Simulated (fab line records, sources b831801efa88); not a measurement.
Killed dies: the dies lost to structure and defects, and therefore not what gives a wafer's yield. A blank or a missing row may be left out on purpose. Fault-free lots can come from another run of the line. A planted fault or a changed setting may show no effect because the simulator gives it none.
A lot that was struck, set against a sound lot ; flow sky130 ; 36 out of 708 route steps
Sound: the wafers L240.3, L240.4, L240.6. Wafers L242.3, L242.4, L242.5 were the ones struck. The cause is given at the end.
For every step that has rows: the tool of each side, followed by ch and its chambers, followed by its first start. Under that, the readings that differ: sound wafers ; struck wafers ; difference of the means ; sigmas: that difference in standard deviations of wafers without a fault.
alike: same words and numbers on both sides, and readings whose means sit less than 2 such deviations apart. not compared: any withheld reading, any reading some wafer has no value for, any bound like >300 that may hide the same value, and any number with overlapping values for which the record gives no deviation.
The two part at a step that has a row with sigmas, a row that says differs or no value, or rows on one side only. Numbers that don't overlap but have no deviation are shown without sigmas and don't part them. A reading missing from all wafers of one side parts the sides only when that side holds two or more wafers.

first, 10 steps without rows for these wafers: SKY_POLY_CUT_ETCH_10 (etches BARC in N2/H2, stops on SiO2, time 45.9 s, target depth 60 nm); SKY_POLY_CUT_ETCH_11 (etches Si3N4 in CF4/CH2F2/Ar, stops on poly-Si, time 42.5 s, target depth 60 nm); SKY_POLY_CUT_STRIP_12 (strips in O2/N2); SKY_SD_P_DEHYDRATE_00 (time 60 s); SKY_SD_P_HMDS_01 (prime time 60 s); SKY_SD_P_COAT_02 (resist thk 1140 nm); SKY_SD_P_SOFTBAKE_03 (time 60 s); SKY_SD_P_EXPOSE_04 (exposes mask PSDM, target cd 380 nm); SKY_SD_P_PEB_05; SKY_SD_P_DEVELOP_06 (develop time 60 s).
SKY_SD_P_IMPLANT_09:
  sound on implanter-03 ch 0, day 29 03:19; struck on implanter-04 ch 0, day 29 19:19
  alike: end_station_pressure_torr
SKY_SD_P_STRIP_10: strips in O2/N2.
  sound on plasma_asher-03 ch 0,1, day 29 03:27; struck on plasma_asher-03 ch 0,1, day 29 19:28
reading;sound;struck;difference;sigmas
oes_product_au (a.u.);0.618 0.621 0.619;0.586 0.586 0.585;-0.034;-7
strip_time_to_endpoint_s (s);17.50 17.47 17.53;18.84 18.83 18.81;+1.33;+28
  alike: drypump_motor_current_A
  not compared: rf_hours_counter_h
SKY_SD_P_TW_MEAS_11:
  sound: film_metro-02 at day 29 03:32; struck: film_metro-03 at day 29 19:47
reading;sound;struck;difference;sigmas
SD_P_TW;2810 2811 2801;3107 3100 3092;+292;+16
then, 21 steps without rows for these wafers: SKY_RES_XHIGH_DEHYDRATE_00 (time 60 s); SKY_RES_XHIGH_HMDS_01 (prime time 60 s); SKY_RES_XHIGH_COAT_02 (resist thk 1140 nm); SKY_RES_XHIGH_SOFTBAKE_03 (time 60 s); SKY_RES_XHIGH_EXPOSE_04 (exposes mask URPM, target cd 1270 nm); SKY_RES_XHIGH_PEB_05; SKY_RES_XHIGH_DEVELOP_06 (develop time 60 s); SKY_RES_XHIGH_IMPLANT_07; SKY_RES_XHIGH_STRIP_08 (strips in O2/N2); SKY_SD_N_DEHYDRATE_00 (time 60 s); SKY_SD_N_HMDS_01 (prime time 60 s); SKY_SD_N_COAT_02 (resist thk 1140 nm); SKY_SD_N_SOFTBAKE_03 (time 60 s); SKY_SD_N_EXPOSE_04 (exposes mask NSDM, target cd 380 nm); SKY_SD_N_PEB_05; SKY_SD_N_DEVELOP_06 (develop time 60 s); SKY_SD_N_IMPLANT_09; SKY_SD_N_IMPLANT_10; SKY_SD_N_STRIP_11 (strips in O2/N2); SKY_SD_N_CLEAN_13 (cleans in SC1/SC2, time 150 s); SKY_SD_N_RTA_14 (time 2 s).
-- the record jumps here: 2 days lie between the struck wafers' starts before and after --
SKY_SD_N_RS_MEAS_17: the measuring method here is four-point-probe.
  sound: film_metro-03 at day 31 11:58; struck: film_metro-01 at day 32 03:49
reading;sound;struck;difference;sigmas
SD_P_RS (ohm/sq);147.8 147.8 147.9;139.2 138.8 139.1;-8.8;-29
-- a jump in the record: the struck wafers' starts before and after are 17 days apart (it breaks off in module SD_N and resumes in module PAD_OPEN, where the first step shown is number 708 of the route) --
SKY_PAD_OPEN_PROBE_99:
  sound: prober-01 at day 48 06:38; struck: prober-01 at day 48 17:08
reading;sound;struck;difference;sigmas
model.etest.res_pdiff.line_ohm_um;1365 1386 1379;1160 1127 1150;-231;
model.etest.res_high_po.line_ohm_um;740.7 726.9 751.5;529.2 525 522.4;-214.2;
model.etest.licon_high_po.rc_ohm;327 321.1 324.4;193.5 188.5 189.4;-133.7;
model.etest.licon_pdiff.rc_ohm;588.7 594.6 593.5;486.2 474.1 463.1;-117.8;
model.etest.res_high_po.rs_ohm_sq;259.8 255.3 262;187.8 185.2 184.4;-73.2;
model.etest.res_pdiff_hv.rs_ohm_sq;193.3 192.9 192.7;160.6 159.7 160.5;-32.7;
model.etest.res_pdiff.rs_ohm_sq;199.5 199.3 200.1;166.7 165.5 167.6;-33.0;
  alike: killed_at_M0_to_M3, killed_at_M4_up, killed_at_contacts, killed_at_front_end, killed_at_other, killed_dies, killed_open, killed_short
  not compared: model.etest.pfet_g5v0d10v5.r_on_ohm_um

## WHERE THEY PART
Earliest at SKY_SD_P_STRIP_10; latest, in this record, at SKY_SD_N_RS_MEAS_17. Later steps at which nothing parts them and some readings are alike: SKY_PAD_OPEN_PROBE_99.

WHY: the cause the simulator had injected
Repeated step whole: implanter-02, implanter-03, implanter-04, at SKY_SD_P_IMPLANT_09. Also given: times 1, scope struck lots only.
